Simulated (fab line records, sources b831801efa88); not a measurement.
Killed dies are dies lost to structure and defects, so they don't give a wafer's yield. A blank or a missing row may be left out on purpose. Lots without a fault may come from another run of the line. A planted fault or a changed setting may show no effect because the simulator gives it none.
fab line records | flow sfq_line
record lots=13 wafers=39 last_day=92
route steps=325 shown I0@44
lots that met no fault: from a run of the same line without faults
start_h: hours from the record's first day to the start of the lot's first wafer shown | wait_h: hours since the lot's step before | " the same as in the row above | L1.1+2: a row that stands for several wafers | - no value, or no start given | * or withheld: withheld | < > ~ a bound
route shown NAME@n: a module of which the file shows steps, and the number in the route of the first | usual: mean/standard deviation of fault-free wafers | same: alike in all rows | chamber/n: place in a boat | sites: the reading at each site | _std_site: their standard deviation | _edge_site: outer sites' mean less inner sites' | radius_mm: how far each site lies from the wafer's centre | mask NAME#n: copy n | behind: the tool/chamber that last shaped the wafer | hold: why the lot was held/for how many hours/how that ended | device: the transistor (n, p or np) that didn't switch | end of line: the same wafers' tests at the end of the route | a step without rows: its recipe alone | killed: dies lost to structure and defects at the first sort, not the wafer's yield | map: a wafer's dies, x killed, . not, _ none there
set.NAME: the setting as run; set.NAME@STEP: as run at that earlier step | model.NAME: the simulator's own value behind a step, which no gauge read
steps of the route over a sample of lots; a table a step, a row a wafer
services: from which hour (start_h, from the record's first day; less than 0 if before it) a tool's chamber was out of use, for how many hours, and why
## steps
# step SFQ_TRILAYER_I0_CMP_CMP_028
# recipe material=SiO2 down_force_psi=3 platen_rpm=60 pad_velocity_m_s=0.94248
# usual edge_zone_pressure_frac=1.000/0.0053 motor_current_A=9.8/0.96 platen_rpm=60.00/0.034 slurry_filter_dp_kPa=13.50/0.14 slurry_flow_ml_min=150.0/0.42 time_to_endpoint_s=212/8.6
# columns lot.wafer tool chamber start_h wait_h edge_zone_pressure_frac motor_current_A platen_rpm slurry_filter_dp_kPa slurry_flow_ml_min time_to_endpoint_s
L971.4 cmp-02 2 283.33 13.6 0.998 10.0 60.06 13.43 150.0 215
L971.1 " 1 284.83 15.1 0.997 8.2 59.96 13.36 150.1 216
L971.5 " 3 285.83 16.1 1.003 9.8 59.99 13.35 150.1 216
L973.1 cmp-02 2 298.33 7.7 1.002 10.4 59.99 13.45 150.0 210
L973.4 " 3 " " 1.001 9.6 59.97 13.52 150.6 214
L973.2 " 0 " " 1.000 10.2 60.02 13.79 150.0 196
L975.1 cmp-02 2 315.47 2.1 1.003 10.9 60.01 13.53 150.5 210
L975.4 " 0 316.47 3.0 1.004 10.1 59.97 13.43 150.3 209
L975.2 " 1 " " 0.993 8.7 60.02 13.55 150.0 210
L976.2 cmp-02 2 318.66 0.0 1.003 10.5 60.01 13.54 149.8 209
L976.1 " 3 " " 0.994 9.9 60.02 13.31 150.1 205
L976.5 " 3 321.16 2.5 0.994 10.0 60.03 13.56 150.5 214
L979.2 cmp-02 0 342.66 0.0 1.010 9.9 54.00 13.49 149.8 220
L979.5 " 0 344.66 2.0 1.004 10.9 54.04 13.65 149.3 221
L979.6 " 1 " " 1.000 8.0 59.92 13.43 150.0 222
L981.4 cmp-01 3 357.13 0.5 1.001 11.0 59.98 13.35 149.7 212
L981.3 " 0 " " 0.988 8.9 60.02 13.81 150.3 210
L981.6 " 3 359.13 2.5 1.002 11.3 60.03 13.58 149.0 208
L987.2 cmp-01 1 390.76 1.6 1.001 10.0 60.05 13.60 149.8 213
L987.1 " 0 392.26 3.1 0.991 8.6 60.02 13.27 149.4 214
L987.6 " 2 393.26 4.1 1.006 10.0 60.01 13.26 149.6 211
L988.2 cmp-02 2 398.99 1.5 1.003 10.4 60.04 13.40 150.3 217
L988.1 " 0 399.99 2.5 1.006 10.5 60.06 13.51 150.1 210
L988.5 " 1 " " 1.001 8.0 59.94 13.68 149.7 234
L989.2 cmp-02 2 404.75 1.5 1.002 10.6 59.97 13.39 150.5 207
L989.6 " 3 " " 1.005 9.8 60.05 13.54 149.8 220
L989.5 " 0 " " 1.005 10.7 60.03 13.43 149.5 204
L990.4 cmp-02 1 406.25 2.6 0.999 8.2 60.02 13.44 150.2 222
L990.1 " 2 " " 0.998 10.2 59.98 13.64 150.0 207
L990.5 " 1 408.25 4.6 1.006 8.1 60.01 13.46 149.9 225
L991.4 cmp-01 1 408.31 2.7 1.008 9.5 60.01 13.43 150.3 204
L991.2 " 3 409.31 3.7 1.000 11.4 60.01 13.65 150.1 192
L991.6 " 1 410.31 4.7 0.998 10.3 60.04 13.43 150.4 208
L992.1 cmp-01 1 412.31 5.1 1.000 10.0 60.03 13.70 149.6 202
L992.5 " 3 413.31 6.0 1.000 11.1 60.00 13.63 150.1 216
L992.6 " 0 " " 1.001 8.1 59.98 13.58 149.8 215
L993.1 cmp-02 1 413.25 4.8 0.993 8.4 60.01 13.48 149.6 223
L993.5 " 1 415.25 6.8 0.997 7.9 60.03 13.44 148.9 223
L993.6 " 2 " " 0.990 10.3 60.04 13.79 149.7 218
## services
# columns tool chamber start_h hours kind
cmp-01 - 275.49 2.4 repair
cmp-02 - 290.95 1.3 repair
cmp-01 - 332.90 4.7 repair
cmp-01 - 347.50 1.3 repair
cmp-01 - 383.99 0.8 repair
cmp-02 - 409.25 4.0 pm
cmp-02 - 413.25 - consumable_replace:conditioner
cmp-02 - 413.25 - consumable_replace:pad
## key
first_sign step=SFQ_TRILAYER_I0_CMP_CMP_028 reading=platen_rpm direction=down sigmas=99+ usual=60.00 struck=54.02
effect none on later readings
met_at SFQ_TRILAYER_I0_CMP_CMP_028
struck_lots L979
struck_wafers L979.2,L979.5
onset_between 315.47 342.66
fault kind=process_parameter_drift tool=cmp-02 chamber=0 onset_h=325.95 steps=SFQ_TRILAYER_I0_CMP_CMP_028 channel=platen_rpm offset=-6 shape=step end_h=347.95 acts_in=these_recipes_only stated=60
